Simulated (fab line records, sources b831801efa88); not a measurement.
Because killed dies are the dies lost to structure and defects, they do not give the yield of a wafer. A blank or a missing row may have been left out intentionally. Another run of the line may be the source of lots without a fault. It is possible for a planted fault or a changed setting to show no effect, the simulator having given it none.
Which tool did it? -- flow gf180mcu -- 6 lots, 18 wafers sampled, at 1 step of a route of 602

== WHAT EACH GAUGE READ, for each wafer ==
GF_M4_OVL_MEAS_15.
lot,measured,on,M4_OVL (nm)
L773,day 23 11:04,overlay-01,-3 -5 -2
L776,day 24 15:00,overlay-02,-5 1 -1
L782,day 26 21:44,overlay-02,-5 -8 -1
L786,day 27 23:36,overlay-02,0 -5 -6
L790,day 28 21:05,overlay-01,-1 0 -5
L793,day 30 04:07,overlay-02,-1 2 -4

== WHAT TOOL EACH LOT RAN ON (gives the tool, then ch and the chambers of the sampled wafers, and finally the start) ==
Record: no process step prior to these readings.

== THE ANSWER, worked out from the rows above alone ==
Rule: the usual values come from the lots themselves. The widest of any qualifying gaps counts: lots, ordered by their means at a reading, are off when they make up no more than a third of the lots, leave a main group of 4 or more, and stand apart from it by 3 or more times the standard deviation of that group's means. A main group whose means are all the same, to the digits that the tables above print for the reading, isn't used. A lot without any number at a reading at which 4 lots or more have one is off too. All remaining lots with rows at the step are treated as sound.
Across all readings shown, no lot is off: no conclusion can be drawn from this.

== WHAT THE SIMULATOR HAD INSERTED ==
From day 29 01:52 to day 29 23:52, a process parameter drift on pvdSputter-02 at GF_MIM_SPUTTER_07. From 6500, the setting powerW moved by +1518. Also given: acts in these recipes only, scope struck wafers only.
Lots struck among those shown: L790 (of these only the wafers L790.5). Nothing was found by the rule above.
